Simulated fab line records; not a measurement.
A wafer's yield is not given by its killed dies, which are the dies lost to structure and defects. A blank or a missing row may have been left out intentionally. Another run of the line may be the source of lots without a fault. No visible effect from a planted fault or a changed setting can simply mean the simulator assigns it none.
2 desks looking at one fault || flow sky130 || what lay behind the numbers comes last; until then each desk has only its own

FOR THE TOOL OWNER'S DESK: furnace-01
The tool's own readings at SKY_GATE_OXIDE_OXIDATION_16 (stabilise 600 s, purge 300 s, target thk 3.57 nm): means of the sampled wafers that have a number, for each lot that ran on this tool. The brackets show how far a lot's mean lies from the usual mean; more than 4 standard deviations puts the lot out of limits, marked OUT.
Columns: A = spikeTcUpperC at SKY_GATE_OXIDE_OXIDATION_16, usual 800.9 C
{"lot": "L944", "first seen here": "day 14 05:15", "A": 801.8}
{"lot": "L945", "first seen here": "day 14 15:25", "A": 800.8}
{"lot": "L949", "first seen here": "day 16 14:36", "A": 802.1}
{"lot": "L950", "first seen here": "day 16 14:36", "A": 802.5}
{"lot": "L963", "first seen here": "day 20 21:51", "A": 800.1}
Finding of this desk: none of the 5 lots has anything out of limits.

METROLOGY DESK
What the gauges read, lot by lot, whatever tool the lot ran on: means of the sampled wafers that have a number. The brackets show how far a lot's mean lies from the usual mean; more than 4 standard deviations puts the lot out of limits, marked OUT.
Columns: A = GATE_OXIDE_OVL at SKY_GATE_OXIDE_OVL_MEAS_10, usual 1.0 nm; B = GATE_OXIDE_TW at SKY_GATE_OXIDE_TW_MEAS_14, usual 223.4
{"lot": "L944", "first seen here": "day 14 00:57", "A": 1.9, "B": 225.9}
{"lot": "L945", "first seen here": "day 14 12:47", "A": 1.4, "B": 226.3}
{"lot": "L950", "first seen here": "day 16 06:34", "A": 2.5, "B": 221.0}
{"lot": "L949", "first seen here": "day 16 07:28", "A": -0.2, "B": 224.4}
{"lot": "L951", "first seen here": "day 16 19:19", "A": 0.8, "B": 221.0}
{"lot": "L963", "first seen here": "day 20 20:49", "A": 2.5, "B": 222.2}
Finding of this desk: none of the 6 lots has anything out of limits.

ALL TOGETHER
The tool owner's desk saw nothing out of limits.
From the metrology desk's view, nothing was out of limits.

WHAT THE SIMULATOR HAD INSERTED
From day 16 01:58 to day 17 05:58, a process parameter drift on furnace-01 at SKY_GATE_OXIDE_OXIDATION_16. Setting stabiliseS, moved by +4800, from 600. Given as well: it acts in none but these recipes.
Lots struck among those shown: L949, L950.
